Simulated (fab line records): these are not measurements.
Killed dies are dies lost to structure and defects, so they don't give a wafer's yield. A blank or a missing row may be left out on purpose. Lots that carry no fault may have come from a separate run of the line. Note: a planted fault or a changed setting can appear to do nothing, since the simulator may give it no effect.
Which tool did it? ; flow sky130 ; 13 lots with 39 wafers sampled at 4 steps, on a route of 708 steps

## WHAT EACH GAUGE READ, for each wafer
SKY_VIA4_BOW_MEAS_03. Usual: VIA4_BOW 78 um, standard deviation 7.8.
lot;measured;on;VIA4_BOW (um);flag
L846;day 42 05:37;film metro-04;85 82 88;
L845;day 42 09:38;film metro-04;72 74 78;
L847;day 42 11:44;film metro-03;86 84 89;
L848;day 42 13:32;film metro-04;67 78 85;
L850;day 43 02:06;film metro-01;77 79 87;
L853;day 44 11:16;film metro-01;74 92 75;
L860;day 45 23:28;film metro-03;70 80 72;
L862;day 46 19:40;film metro-04;86 79 79;
L863;day 46 19:59;film metro-03;76 79 84;
L864;day 47 01:54;film metro-04;83 79 81;
L865;day 47 02:29;film metro-01;78 82 84;
L866;day 47 08:48;film metro-04;69 82 81;
L867;day 47 17:56;film metro-04;72 78 82;

SKY_METAL5_RS_MEAS_05: a four-point-probe measurement. Usual: METAL5_ALCU_RS 0.0272 ohm/sq, standard deviation 0.00034.
lot;measured;on;METAL5_ALCU_RS (ohm/sq);flag
L846;day 43 04:14;film metro-02;0.0279 0.0272 0.0274;
L845;day 43 09:22;film metro-01;0.0272 0.0276 0.0273;
L847;day 43 12:40;film metro-04;0.0272 0.0270 0.0268;
L848;day 43 13:53;film metro-02;0.0275 0.0275 0.0276;
L850;day 44 01:44;film metro-01;0.0271 0.0270 0.0273;
L853;day 45 11:47;film metro-01;0.0271 0.0271 0.0269;
L860;day 47 00:04;film metro-01;0.0269 0.0273 0.0272;
L862;day 47 17:31;film metro-04;0.0273 0.0268 0.0272;
L863;day 47 17:50;film metro-01;0.0267 0.0267 0.0264;
L864;day 47 23:02;film metro-02;0.0270 0.0275 0.0273;
L865;day 47 23:37;film metro-01;0.0268 0.0267 0.0268;
L866;day 48 05:10;film metro-01;0.0271 0.0275 0.0276;
L867;day 48 14:08;film metro-02;0.0265 0.0272 0.0269;

## WHICH TOOL RAN EACH LOT (tool, then ch and the chambers of the sampled wafers, then the start)
lot;SKY_GATE_OXIDE_CLEAN_15;SKY_METAL4_ETCH_17
L846;wet bench-01 ch 2, day 14 08:12;rie diel-02 ch 2,3, day 42 04:18
L845;wet bench-03 ch 1, day 14 08:46;rie diel-01 ch 0,1, day 42 07:28
L847;wet bench-04 ch 0, day 14 13:07;rie diel-02 ch 1,2,3, day 42 10:16
L848;wet bench-01 ch 2, day 14 14:31;rie diel-04 ch 1,2,3, day 42 12:01
L850;wet bench-01 ch 2, day 15 08:51;rie diel-01 ch 0,1,3, day 43 00:37
L853;wet bench-01 ch 1, day 16 23:58;rie diel-01 ch 0,3, day 44 09:53
L860;wet bench-04 ch 1, day 19 00:32;rie diel-04 ch 0,3, day 45 21:50
L862;wet bench-04 ch 3, day 19 18:36;rie diel-04 ch 0,3, day 46 16:34
L863;wet bench-03 ch 0, day 20 04:15;rie diel-02 ch 1,2,3, day 46 16:59
L864;wet bench-03 ch 2, day 20 15:28;rie diel-02 ch 0,1,3, day 47 00:17
L865;wet bench-04 ch 0, day 20 21:16;rie diel-04 ch 0,2,3, day 47 00:49
L866;wet bench-01 ch 0, day 20 23:37;rie diel-01 ch 1,2,3, day 47 07:17
L867;wet bench-04 ch 1, day 21 17:24;rie diel-04 ch 0,1,2, day 47 16:07
- SKY_GATE_OXIDE_CLEAN_15: cleans in SC1/SC2, time 150 s.
- SKY_METAL4_ETCH_17: etches SiO2 in C4F8/O2/Ar, stops on TiN, time 3.9 s, target depth 15 nm.

## WHAT THE TOOLS THEMSELVES READ (means of the sampled wafers that have a number; where no wafer has one, the mark that the record gives instead)
SKY_METAL4_ETCH_17. Usual: oes product au reads 0.754 a.u. (standard deviation 0.0073).
lot;tool;oes product au (a.u.);flag
L846;rie diel-02;0.756;
L845;rie diel-01;0.759;
L847;rie diel-02;0.760;
L848;rie diel-04;0.762;
L850;rie diel-01;0.756;
L853;rie diel-01;0.757;
L860;rie diel-04;0.747;
L862;rie diel-04;0.757;
L863;rie diel-02;0.748;
L864;rie diel-02;0.748;
L865;rie diel-04;0.755;
L866;rie diel-01;0.747;
L867;rie diel-04;0.752;

## THE ANSWER, worked out from the rows above alone
Rule: take the mean of a lot's wafers that have a number; if it is more than 3 standard deviations from the usual mean, the lot is off. Also off: a lot with no number at a reading for which 4 or more lots have one. Where the step has rows for the other lots, those lots are counted as sound. First the gauges in route order, then the tools' own readings, where a lot's mean is used as printed above. The first step at which some lot is off is used, and at that step the reading that is off furthest; a lot without a number counts as furthest.
Nothing can be told from this: no lot is off at any reading shown.

## WHAT THE SIMULATOR HAD PUT IN
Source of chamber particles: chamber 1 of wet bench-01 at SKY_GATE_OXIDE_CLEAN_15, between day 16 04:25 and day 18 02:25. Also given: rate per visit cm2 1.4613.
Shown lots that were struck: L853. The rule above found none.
